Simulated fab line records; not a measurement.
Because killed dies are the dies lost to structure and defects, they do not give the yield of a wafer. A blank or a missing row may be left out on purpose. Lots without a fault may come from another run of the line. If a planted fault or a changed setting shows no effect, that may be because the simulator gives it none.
fab line records -- flow sky130
[record] lots = 6, wafers = 18, last_day = 49
route steps=708 shown METAL1@448 VIA1@458 PAD_OPEN@708
lots that met no fault: from a run of the same line without faults
start_h: hours from the record's opening day to when the first of the lot's shown wafers began -- wait_h: hours elapsed since this lot's preceding step -- " repeats the value in the row above -- L1.1+2: several wafers, shown together as one row -- - no value present, or no start provided -- * or withheld: withheld -- < > ~ a bound
route shown NAME@n: names a module that has steps shown in the file, with the first one's number in the route -- usual: mean/standard deviation taken from wafers without a fault -- same: alike in all rows -- chamber/n: place in a boat -- sites: the reading at each site -- _std_site: standard deviation of those values -- _edge_site: outer sites' mean less inner sites' -- radius_mm: for every site, how far away it sits from the centre of the wafer -- mask NAME#n: copy n -- behind: tool/chamber where the wafer was last shaped -- hold: why the lot went on hold/how many hours it stayed there/how the hold came to an end -- device: whichever transistor did not switch (one of n, p or np) -- end of line: the same wafers' tests at the end of the route -- step lacking rows: just its recipe -- killed: at the first sort, the dies lost to defects and structure; wafer yield is something else -- map: per-die view of a wafer (x killed, . not killed, _ where there is no die)
set.NAME: the setting as run; set.NAME@STEP: as run at that earlier step -- model.NAME: the simulator's own value behind a step, which no gauge read
lots seen at some steps along the route; tables by step, rows by wafer
services: the hour from which a tool's chamber was out of use, counted from the record's first day as start_h (under 0 if before that day), plus the number of hours and why
[[steps]]
[step SKY_METAL1_DEVELOP_14]
[recipe] develop_time_s = 60, resist = KrF-thick, dev_temp_c = 21
[step SKY_METAL1_CD_MEAS_15]
[recipe] target_cd_nm = 140
[usual] cd_nm = 139.8/1.7
lot.wafer,tool,chamber,start_h,wait_h,cd_nm
L485.2,cd_sem-01,-,789.24,-,137.9
L485.5,cd_sem-01,-,789.24,-,135.6
L485.6,cd_sem-01,-,789.24,-,136.7
L487.1,cd_sem-02,-,791.01,-,140.6
L487.2,cd_sem-02,-,791.01,-,141.2
L487.3,cd_sem-02,-,791.01,-,139.6
L486.1,cd_sem-02,-,791.37,-,136.3
L486.2,cd_sem-02,-,791.37,-,136.5
L486.3,cd_sem-02,-,791.37,-,136.8
L502.3,cd_sem-01,-,899.21,-,140.2
L502.4,cd_sem-01,-,899.21,-,141.0
L502.6,cd_sem-01,-,899.21,-,139.1
L503.3,cd_sem-01,-,915.45,-,139.2
L503.4,cd_sem-01,-,915.45,-,140.0
L503.5,cd_sem-01,-,915.45,-,140.1
L504.1,cd_sem-02,-,916.37,-,140.6
L504.2,cd_sem-02,-,916.37,-,142.0
L504.3,cd_sem-02,-,916.37,-,142.8
[step SKY_METAL1_OVL_MEAS_16]
[usual] METAL1_OVL = -1/5.5
lot.wafer,tool,chamber,start_h,wait_h,METAL1_OVL[nm]
L485.2,overlay-02,-,789.35,0.1,2
L485.5,overlay-02,-,789.35,0.1,-3
L485.6,overlay-02,-,789.35,0.1,-4
L487.1,overlay-02,-,791.13,0.1,-7
L487.2,overlay-02,-,791.13,0.1,-8
L487.3,overlay-02,-,791.13,0.1,-8
L486.1,overlay-02,-,791.49,0.1,-2
L486.2,overlay-02,-,791.49,0.1,-1
L486.3,overlay-02,-,791.49,0.1,0
L502.3,overlay-02,-,899.30,0.1,3
L502.4,overlay-02,-,899.30,0.1,1
L502.6,overlay-02,-,899.30,0.1,4
L503.3,overlay-02,-,915.55,0.1,9
L503.4,overlay-02,-,915.55,0.1,4
L503.5,overlay-02,-,915.55,0.1,5
L504.1,overlay-01,-,916.49,0.1,-6
L504.2,overlay-01,-,916.49,0.1,-9
L504.3,overlay-01,-,916.49,0.1,-3
[step SKY_METAL1_DESCUM_17]
[recipe] chemistry = O2, source_power_w = 150, bias_power_w = 0, pressure_mtorr = 10, temp_c = 40, time_s = 8
[usual] chamber_pressure_mTorr = 9.999/0.0098, drypump_motor_current_A = 5.7/0.39, oes_product_au = 1.004/0.013
lot.wafer,tool,chamber,start_h,wait_h,chamber_pressure_mTorr,drypump_motor_current_A,oes_product_au,rf_hours_counter_h
L485.2,rie_metal-02,0,789.38,0.0,10.005,6.4,1.018,13
L485.5,rie_metal-02,1,789.38,0.0,10.003,5.7,1.006,-
L485.6,rie_metal-02,0,789.38,0.0,10.010,6.4,1.020,-
L487.1,rie_metal-01,1,791.17,0.0,10.000,5.3,0.986,6
L487.2,rie_metal-01,0,791.17,0.0,9.990,5.3,1.020,10
L487.3,rie_metal-01,1,791.17,0.0,10.013,5.3,0.989,-
L486.1,rie_metal-04,1,791.53,0.0,10.007,6.1,0.995,8
L486.2,rie_metal-04,1,791.53,0.0,10.009,6.1,0.982,-
L486.3,rie_metal-04,1,791.53,0.0,10.008,6.1,1.000,-
L502.3,rie_metal-02,0,899.34,0.0,10.011,6.4,1.020,-
L502.4,rie_metal-02,1,899.34,0.0,9.994,5.7,1.013,-
L502.6,rie_metal-02,0,899.34,0.0,9.996,6.4,1.021,-
L503.3,rie_metal-01,0,915.58,0.0,10.004,5.3,1.002,-
L503.4,rie_metal-01,1,915.58,0.0,9.980,5.3,0.995,-
L503.5,rie_metal-01,0,915.58,0.0,10.003,5.3,1.009,-
L504.1,rie_metal-04,1,916.53,0.0,10.004,6.1,0.986,13
L504.2,rie_metal-04,0,916.53,0.0,9.984,5.8,1.006,4
L504.3,rie_metal-04,0,916.53,0.0,9.999,5.8,1.006,-
[step SKY_METAL1_ETCH_18]
[recipe] chemistry = N2/H2, target = BARC, ion_energy_ev = 200, bias_w = 100, pressure_mtorr = 30, n2_flow_sccm = 100, h2_flow_sccm = 200, icp_w = 500, stop_on = SiO2, time_s = 45.9, target_depth_a = 600
[usual] chamber_pressure_mTorr = 30.000/0.025, drypump_motor_current_A = 5.7/0.38, oes_product_au = 0.854/0.0049, throttle_valve_pct = 13.224/0.0097
lot.wafer,tool,chamber,start_h,wait_h,chamber_pressure_mTorr,drypump_motor_current_A,oes_product_au,rf_hours_counter_h,throttle_valve_pct
L485.2,rie_metal-02,0,789.41,0.0,30.002,6.4,0.852,13,13.233
L485.5,rie_metal-02,1,789.41,0.0,30.029,5.8,0.856,-,13.221
L485.6,rie_metal-02,0,789.41,0.0,30.032,6.4,0.850,-,13.215
L487.1,rie_metal-01,1,791.20,0.0,30.020,5.3,0.858,6,13.241
L487.2,rie_metal-01,0,791.20,0.0,29.960,5.3,0.860,10,13.251
L487.3,rie_metal-01,1,791.20,0.0,30.016,5.3,0.859,-,13.216
L486.1,rie_metal-04,1,791.59,0.1,29.999,6.1,0.862,8,13.189
L486.2,rie_metal-04,1,791.59,0.1,30.018,6.1,0.854,-,13.226
L486.3,rie_metal-04,1,791.59,0.1,29.991,6.1,0.842,-,13.215
L502.3,rie_metal-02,0,899.38,0.0,29.991,6.4,0.848,-,13.231
L502.4,rie_metal-02,1,899.38,0.0,30.019,5.8,0.856,-,13.228
L502.6,rie_metal-02,0,899.38,0.0,30.035,6.4,0.849,-,13.224
L503.3,rie_metal-01,0,915.62,0.0,30.035,5.3,0.853,-,13.222
L503.4,rie_metal-01,1,915.62,0.0,29.996,5.3,0.847,-,13.231
L503.5,rie_metal-01,0,915.62,0.0,29.944,5.3,0.851,-,13.239
L504.1,rie_metal-04,1,916.56,0.0,30.009,6.0,0.850,13,13.237
L504.2,rie_metal-04,0,916.56,0.0,29.982,5.9,0.853,4,13.232
L504.3,rie_metal-04,0,916.56,0.0,29.997,5.8,0.861,-,13.230
[step SKY_METAL1_METAL_ETCH_19]
[recipe] target_depth_a = 3600, stop_on = SiO2, over_etch_frac = 0.3, time_s = 78, chemistry = Cl2/BCl3, resist_sidewall_deg = 88, pressure_mtorr = 10, icp_w = 900, bias_w = 48.5, Cl2_flow_sccm = 60, bcl3_flow_sccm = 30
[usual] chamber_pressure_mTorr = 10.000/0.0092, drypump_motor_current_A = 5.7/0.38, oes_product_au = 0.855/0.0059, throttle_valve_pct = 22.263/0.0091
lot.wafer,tool,chamber,start_h,wait_h,chamber_pressure_mTorr,drypump_motor_current_A,oes_product_au,rf_hours_counter_h,throttle_valve_pct
L485.2,rie_metal-02,0,789.47,0.0,9.998,6.4,0.848,13,22.282
L485.5,rie_metal-02,1,789.47,0.0,10.012,5.8,0.855,-,22.264
L485.6,rie_metal-02,0,789.47,0.0,10.011,6.4,0.860,-,22.256
L487.1,rie_metal-01,1,791.26,0.0,10.007,5.3,0.854,6,22.260
L487.2,rie_metal-01,0,791.26,0.0,10.004,5.2,0.855,10,22.264
L487.3,rie_metal-01,1,791.26,0.0,9.990,5.3,0.851,-,22.261
L486.1,rie_metal-04,1,791.72,0.1,9.996,6.0,0.868,8,22.278
L486.2,rie_metal-04,1,791.72,0.1,9.998,6.1,0.859,-,22.272
L486.3,rie_metal-04,1,791.72,0.1,9.991,6.0,0.860,-,22.254
L502.3,rie_metal-02,0,899.45,0.1,10.009,6.4,0.859,-,22.260
L502.4,rie_metal-02,1,899.45,0.1,9.992,5.8,0.866,-,22.265
L502.6,rie_metal-02,0,899.45,0.1,10.006,6.4,0.856,-,22.273
L503.3,rie_metal-01,0,915.70,0.1,9.981,5.2,0.851,-,22.276
L503.4,rie_metal-01,1,915.70,0.1,9.987,5.3,0.859,-,22.270
L503.5,rie_metal-01,0,915.70,0.1,10.006,5.3,0.847,-,22.258
L504.1,rie_metal-04,1,916.62,0.0,10.000,6.1,0.857,13,22.258
L504.2,rie_metal-04,0,916.62,0.0,10.011,5.8,0.867,4,22.251
L504.3,rie_metal-04,0,916.62,0.0,10.003,5.8,0.852,-,22.250
[step SKY_METAL1_STRIP_20]
[recipe] chemistry = O2/N2, power_w = 1400, pressure_mtorr = 1500, platen_temp_c = withheld, o2_flow_sccm = 3000, n2_flow_sccm = 300, overash_fraction = 0.5
[usual] chamber_pressure_mTorr = 1499.8/1.4, drypump_motor_current_A = 5.80/0.28, oes_product_au = 0.339/0.0055, strip_time_to_endpoint_s = 2.62/0.057
lot.wafer,tool,chamber,start_h,wait_h,chamber_pressure_mTorr,drypump_motor_current_A,oes_product_au,rf_hours_counter_h,strip_time_to_endpoint_s
L485.2,plasma_asher-01,0,789.56,0.1,1501.5,5.96,0.337,65,2.57
L485.5,plasma_asher-01,0,789.56,0.1,1498.1,5.96,0.325,-,2.59
L485.6,plasma_asher-01,1,789.56,0.1,1498.5,6.28,0.339,-,2.58
L487.1,plasma_asher-02,1,791.35,0.1,1500.5,5.79,0.343,5,2.73
L487.2,plasma_asher-02,0,791.35,0.1,1500.0,5.62,0.343,5,2.60
L487.3,plasma_asher-02,1,791.35,0.1,1499.2,5.79,0.348,-,2.74
L486.1,plasma_asher-02,0,791.90,0.1,1500.6,5.60,0.339,5,2.63
L486.2,plasma_asher-02,1,791.90,0.1,1499.9,5.82,0.340,5,2.66
L486.3,plasma_asher-02,1,791.90,0.1,1498.8,5.83,0.341,-,2.64
L502.3,plasma_asher-01,1,899.54,0.1,1499.7,6.29,0.336,-,2.59
L502.4,plasma_asher-01,0,899.54,0.1,1504.1,5.99,0.344,-,2.59
L502.6,plasma_asher-01,0,899.54,0.1,1499.1,5.96,0.333,-,2.60
L503.3,plasma_asher-02,0,915.79,0.1,1498.4,5.62,0.335,-,2.61
L503.4,plasma_asher-02,1,915.79,0.1,1499.8,5.83,0.346,-,2.67
L503.5,plasma_asher-02,0,915.79,0.1,1500.5,5.63,0.340,-,2.60
L504.1,plasma_asher-02,1,916.71,0.1,1499.5,5.79,0.341,16,2.68
L504.2,plasma_asher-02,0,916.71,0.1,1497.0,5.61,0.334,16,2.55
L504.3,plasma_asher-02,1,916.71,0.1,1500.9,5.78,0.342,-,2.55
[step SKY_METAL1_STRIP_21]
[recipe] chemistry = post_etch_residue_remover, time_s = 1200, temp_c = 72.5
[step SKY_METAL1_CLEAN_22]
[recipe] chemistry = IPA, time_s = 180, temp_c = 25
[step SKY_METAL1_CLEAN_23]
[recipe] chemistry = O3/DIW, dry = n2_spin
[step SKY_VIA1_HDPCVD_00]
[recipe] material = SiO2, target_thk_nm = 1030, sigma_open_frac = 0.3, time_s = 171.7, temp_c = 400, sih4_flow_sccm = 60, pressure_mtorr = 6
[step SKY_VIA1_THK_MEAS_01]
[recipe] reads = SiO2_of_VIA1_HDPCVD_00
[usual] VIA1_HDPCVD_THK = 1030/14
lot.wafer,tool,chamber,start_h,wait_h,VIA1_HDPCVD_THK[nm]
L485.2,film_metro-03,-,790.31,0.1,1047
L485.5,film_metro-03,-,790.31,0.1,1034
L485.6,film_metro-03,-,790.31,0.1,1031
L487.1,film_metro-02,-,792.10,0.1,1012
L487.2,film_metro-02,-,792.10,0.1,1009
L487.3,film_metro-02,-,792.10,0.1,1010
L486.1,film_metro-04,-,792.64,0.1,1027
L486.2,film_metro-04,-,792.64,0.1,1025
L486.3,film_metro-04,-,792.64,0.1,1032
L502.3,film_metro-04,-,900.24,0.1,1030
L502.4,film_metro-04,-,900.24,0.1,1041
L502.6,film_metro-04,-,900.24,0.1,1021
L503.3,film_metro-03,-,916.48,0.1,1020
L503.4,film_metro-03,-,916.48,0.1,1040
L503.5,film_metro-03,-,916.48,0.1,1020
L504.1,film_metro-03,-,917.44,0.1,1058
L504.2,film_metro-03,-,917.44,0.1,1040
L504.3,film_metro-03,-,917.44,0.1,1050
[step SKY_VIA1_CMP_02]
[recipe] material = SiO2, down_force_psi = 4, platen_rpm = 60, pad_velocity_m_s = 0.94248
[usual] motor_current_A = 11.8/1.3, platen_rpm = 60.00/0.046
lot.wafer,tool,chamber,start_h,wait_h,motor_current_A,platen_rpm
L485.2,cmp-02,3,790.41,0.1,10.6,60.01
L485.6,cmp-02,2,790.41,0.1,11.6,59.87
L485.5,cmp-02,3,790.41,0.1,11.3,60.02
L487.2,cmp-02,3,792.16,0.0,11.0,66.04
L487.1,cmp-02,1,792.16,0.0,10.1,66.03
L487.3,cmp-02,2,792.16,0.0,11.8,66.00
L486.2,cmp-02,0,792.70,0.0,10.9,65.98
L486.1,cmp-02,2,792.70,0.0,11.6,66.01
L486.3,cmp-02,3,792.70,0.0,10.9,65.96
L502.4,cmp-01,1,900.28,0.0,12.4,60.03
L502.3,cmp-01,0,900.28,0.0,11.3,60.04
L502.6,cmp-01,1,900.28,0.0,12.2,60.02
L503.3,cmp-02,2,916.90,0.4,11.1,59.92
L503.4,cmp-02,3,916.90,0.4,11.7,59.93
L503.5,cmp-02,0,916.90,0.4,12.1,59.99
L504.1,cmp-02,0,917.70,0.2,11.5,59.96
L504.2,cmp-02,1,917.70,0.2,10.3,60.01
L504.3,cmp-02,2,917.70,0.2,12.2,60.06
[step SKY_VIA1_BOW_MEAS_03]
[recipe] mode = bow
[usual] VIA1_BOW = 79/6.5
lot.wafer,tool,chamber,start_h,wait_h,VIA1_BOW[um]
L485.2,film_metro-04,-,790.68,0.2,86
L485.5,film_metro-04,-,790.68,0.2,80
L485.6,film_metro-04,-,790.68,0.2,84
L487.1,film_metro-02,-,792.46,0.1,81
L487.2,film_metro-02,-,792.46,0.1,89
L487.3,film_metro-02,-,792.46,0.1,85
L486.1,film_metro-02,-,793.00,0.1,77
L486.2,film_metro-02,-,793.00,0.1,82
L486.3,film_metro-02,-,793.00,0.1,76
L502.3,film_metro-03,-,900.62,0.1,70
L502.4,film_metro-03,-,900.62,0.1,88
L502.6,film_metro-03,-,900.62,0.1,71
L503.3,film_metro-04,-,917.14,0.2,70
L503.4,film_metro-04,-,917.14,0.2,87
L503.5,film_metro-04,-,917.14,0.2,76
L504.1,film_metro-03,-,918.00,0.2,83
L504.2,film_metro-03,-,918.00,0.2,83
L504.3,film_metro-03,-,918.00,0.2,73
[step SKY_PAD_OPEN_PROBE_99]
[usual] defect_limited_yield = 83.0/1.8, killed_at_M0_to_M3 = 43/7.5, killed_at_M4_up = 3.0/1.6, killed_at_contacts = 23/5.8, killed_at_front_end = 14/4.8, killed_at_other = 0.3/0.52, killed_dies = 84/9.1, killed_open = 47/7.2, killed_short = 37/5.8, sort_bin_3_pad_short = 0.9/0.38, sort_bin_5_function = 10.0/1.5, sort_bin_6_memory = 6.1/1.1, sort_n_pass = 408/9.1, sort_yield_pct = 83.0/1.8
[same] gross_dies = 492, killed_at_back_side = 0, sort_bin_4_leakage[%] = 0, sort_bin_8_speed[%] = 0
lot.wafer,tool,chamber,start_h,wait_h,defect_limited_yield[%],killed_at_M0_to_M3,killed_at_M4_up,killed_at_contacts,killed_at_front_end,killed_at_other,killed_dies,killed_open,killed_short,sort_bin_3_pad_short[%],sort_bin_5_function[%],sort_bin_6_memory[%],sort_n_pass,sort_yield_pct[%]
L485.2,prober-01,-,1096.06,0.1,79.3,59,2,24,17,0,102,48,54,0.8,13.4,6.5,390,79.3
L485.5,prober-01,-,1096.21,0.2,83.9,49,3,18,9,0,79,43,36,0.2,11.2,4.7,413,83.9
L485.6,prober-01,-,1096.26,0.2,80.9,54,1,19,19,1,94,56,38,1.4,10.2,7.5,398,80.9
L487.1,prober-02,-,1096.97,0.1,82.5,40,3,28,15,0,86,53,33,1.0,11.8,4.7,406,82.5
L487.2,prober-02,-,1097.02,0.1,83.5,47,2,20,12,0,81,50,31,0.4,9.6,6.5,411,83.5
L487.3,prober-02,-,1097.07,0.2,83.1,52,4,16,11,0,83,37,46,0.8,9.8,6.3,409,83.1
L486.1,prober-01,-,1097.51,0.1,83.1,34,3,22,24,0,83,42,41,1.2,9.3,6.3,409,83.1
L486.2,prober-01,-,1097.56,0.1,80.9,50,2,23,19,0,94,44,50,1.2,11.6,6.3,398,80.9
L486.3,prober-01,-,1097.61,0.2,83.3,51,2,19,10,0,82,42,40,0.8,11.0,4.9,410,83.3
L502.3,prober-02,-,1177.49,0.2,80.3,62,4,20,9,2,97,62,35,0.4,11.0,8.3,395,80.3
L502.4,prober-02,-,1177.54,0.2,83.7,47,2,19,11,1,80,43,37,0.6,9.6,6.1,412,83.7
L502.6,prober-02,-,1177.64,0.2,80.9,56,2,23,13,0,94,51,43,1.8,10.0,7.3,398,80.9
L503.3,prober-01,-,1184.08,0.2,81.5,64,2,15,10,0,91,51,40,0.8,10.6,7.1,401,81.5
L503.4,prober-01,-,1184.13,0.2,82.7,47,3,20,15,0,85,49,36,1.2,11.2,4.9,407,82.7
L503.5,prober-01,-,1184.18,0.2,84.3,51,1,13,12,0,77,50,27,0.4,9.1,6.1,415,84.3
L504.1,prober-02,-,1185.48,0.1,84.8,29,5,27,14,0,75,37,38,0.6,9.3,5.3,417,84.8
L504.2,prober-02,-,1185.53,0.1,81.1,44,7,17,25,0,93,41,52,1.6,10.8,6.5,399,81.1
L504.3,prober-02,-,1185.58,0.2,84.3,38,1,19,19,0,77,38,39,0.8,8.7,6.1,415,84.3
// killed by level:class
L485.2 VIA1:geometric_particle:open=14 METAL1:geometric_particle:short=13 CONTACT:geometric_particle:open=10 VIA1:geometric_particle:short=9 FIELD_ISO:geometric_particle:open=5 METAL2:geometric_particle:short=5 METAL3:geometric_particle:short=5 FIELD_ISO:geometric_particle:short=4
L485.5 METAL1:geometric_particle:short=9 VIA1:geometric_particle:open=9 LI_CONTACT:geometric_particle:open=8 VIA2:geometric_particle:open=8 VIA3:geometric_particle:open=8 CONTACT:geometric_particle:open=5 VIA1:geometric_particle:short=5 FIELD_ISO:geometric_particle:short=4
L485.6 VIA3:geometric_particle:open=9 VIA1:geometric_particle:open=8 METAL2:geometric_particle:short=8 FIELD_ISO:geometric_particle:open=7 LI_CONTACT:geometric_particle:open=7 CONTACT:geometric_particle:open=6 VIA2:geometric_particle:open=6 FIELD_ISO:geometric_particle:short=5
L487.1 VIA1:geometric_particle:open=16 CONTACT:geometric_particle:open=12 LI_CONTACT:geometric_particle:open=7 VIA2:geometric_particle:open=6 METAL1:geometric_particle:short=5 FIELD_ISO:geometric_particle:short=4 POLY_GATE:geometric_particle:short=4 POLY_GATE:geometric_particle:open=4
L487.2 VIA1:geometric_particle:open=17 METAL1:geometric_particle:short=7 LI_CONTACT:geometric_particle:open=6 CONTACT:geometric_particle:open=5 FIELD_ISO:geometric_particle:open=4 POLY_GATE:geometric_particle:open=4 LI_CONTACT:geometric_particle:short=4 METAL2:geometric_particle:short=4
L487.3 METAL2:geometric_particle:short=12 VIA1:geometric_particle:open=11 METAL1:geometric_particle:short=7 CONTACT:geometric_particle:short=6 CONTACT:geometric_particle:open=6 VIA3:geometric_particle:open=6 VIA1:geometric_particle:short=5 VIA2:geometric_particle:open=5
L486.1 VIA2:geometric_particle:open=8 FIELD_ISO:geometric_particle:short=7 METAL3:geometric_particle:short=6 LI_CONTACT:geometric_particle:short=6 CONTACT:geometric_particle:open=6 VIA3:geometric_particle:open=5 POLY_GATE:geometric_particle:short=4 POLY_GATE:geometric_particle:open=4
L486.2 VIA1:geometric_particle:open=12 METAL2:geometric_particle:short=8 CONTACT:geometric_particle:open=8 VIA1:geometric_particle:short=7 VIA3:geometric_particle:open=6 CONTACT:geometric_particle:short=6 POLY_GATE:geometric_particle:open=5 METAL1:geometric_particle:short=5
L486.3 VIA1:geometric_particle:open=12 VIA2:geometric_particle:open=9 VIA1:geometric_particle:short=7 METAL2:geometric_particle:short=7 CONTACT:geometric_particle:open=6 LI_CONTACT:geometric_particle:open=4 CONTACT:geometric_particle:short=4 VIA3:geometric_particle:open=4
L502.3 VIA1:geometric_particle:open=13 VIA3:geometric_particle:open=11 VIA2:geometric_particle:open=9 CONTACT:geometric_particle:open=9 METAL2:geometric_particle:short=8 LI_CONTACT:geometric_particle:open=6 METAL1:geometric_particle:short=6 VIA1:geometric_particle:short=6
L502.4 VIA1:geometric_particle:open=16 LI_CONTACT:geometric_particle:open=7 LOCAL_INTERCONNECT:geometric_particle:short=7 VIA2:geometric_particle:open=6 VIA1:geometric_particle:short=6 FIELD_ISO:geometric_particle:short=4 CONTACT:geometric_particle:open=4 METAL2:geometric_particle:short=4
L502.6 VIA1:geometric_particle:open=13 LI_CONTACT:geometric_particle:open=10 METAL1:geometric_particle:short=9 VIA1:geometric_particle:short=9 CONTACT:geometric_particle:open=7 VIA2:geometric_particle:open=7 VIA3:geometric_particle:open=6 POLY_GATE:geometric_particle:short=5
L503.3 VIA1:geometric_particle:open=12 VIA2:geometric_particle:open=11 METAL1:geometric_particle:short=10 LI_CONTACT:geometric_particle:open=7 METAL2:geometric_particle:short=7 CONTACT:geometric_particle:open=6 VIA1:geometric_particle:short=6 VIA2:geometric_particle:short=6
L503.4 VIA2:geometric_particle:open=10 VIA1:geometric_particle:open=9 CONTACT:geometric_particle:open=9 VIA3:geometric_particle:open=6 FIELD_ISO:geometric_particle:short=5 VIA2:geometric_particle:short=5 CONTACT:geometric_particle:short=5 FIELD_ISO:geometric_particle:open=4
L503.5 VIA1:geometric_particle:open=16 CONTACT:geometric_particle:open=7 VIA3:geometric_particle:open=7 LI_CONTACT:geometric_particle:open=5 VIA1:geometric_particle:short=5 METAL3:geometric_particle:short=4 METAL1:geometric_particle:short=4 VIA2:geometric_particle:open=4
L504.1 CONTACT:geometric_particle:open=9 LOCAL_INTERCONNECT:geometric_particle:short=8 VIA1:geometric_particle:open=6 POLY_GATE:geometric_particle:open=5 VIA3:geometric_particle:open=5 LI_CONTACT:geometric_particle:open=4 CONTACT:geometric_particle:short=4 METAL1:geometric_particle:short=4
L504.2 VIA1:geometric_particle:open=12 VIA1:geometric_particle:short=8 FIELD_ISO:geometric_particle:short=7 CONTACT:geometric_particle:short=7 METAL2:geometric_particle:short=7 POLY_GATE:geometric_particle:short=6 POLY_GATE:geometric_particle:open=5 CONTACT:geometric_particle:open=5
L504.3 POLY_GATE:geometric_particle:open=6 VIA1:geometric_particle:open=6 VIA3:geometric_particle:open=6 LI_CONTACT:geometric_particle:open=5 LOCAL_INTERCONNECT:geometric_particle:short=5 METAL2:geometric_particle:short=5 METAL1:geometric_particle:short=5 METAL3:geometric_particle:short=5
[[services]]
tool,chamber,start_h,hours,kind
rie_metal-04,0,786.02,-,clean
rie_metal-04,0,786.02,20.1,scheduled_down
rie_metal-04,0,786.02,20.1,vent_cycle
cmp-01,-,794.82,0.5,repair
plasma_asher-02,-,796.97,2.8,pm
cmp-02,-,804.24,2.3,repair
cmp-02,-,810.55,5.2,pm
rie_metal-01,-,825.78,2.8,pm
plasma_asher-02,-,841.54,9.4,repair
rie_metal-02,0,846.84,-,clean
rie_metal-02,0,846.84,22.3,scheduled_down
rie_metal-02,0,846.84,22.3,vent_cycle
cmp-01,-,861.25,1.0,repair
cmp-02,-,876.22,1.1,repair
plasma_asher-01,-,890.46,2.5,repair
cmp-02,-,891.66,0.4,repair
cmp-02,-,912.00,4.0,pm
cmp-02,-,916.00,-,consumable_replace:conditioner
cmp-02,-,916.00,-,consumable_replace:pad
cmp-01,-,916.01,4.0,repair
[[key]]
[first_sign] step = SKY_VIA1_CMP_02, reading = platen_rpm, direction = up, sigmas = 99+, usual = 60.00, struck = 66.00
effect none on later readings
met_at SKY_VIA1_CMP_02
struck_wafers L486.1,L486.2,L486.3,L487.1,L487.2,L487.3
[fault] kind = process_parameter_drift, tool = cmp-02, chamber = -, onset_h = 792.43, steps = SKY_VIA1_CMP_02, channel = platen_rpm, offset = 6, shape = step, end_h = 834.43, acts_in = these_recipes_only, stated = 60
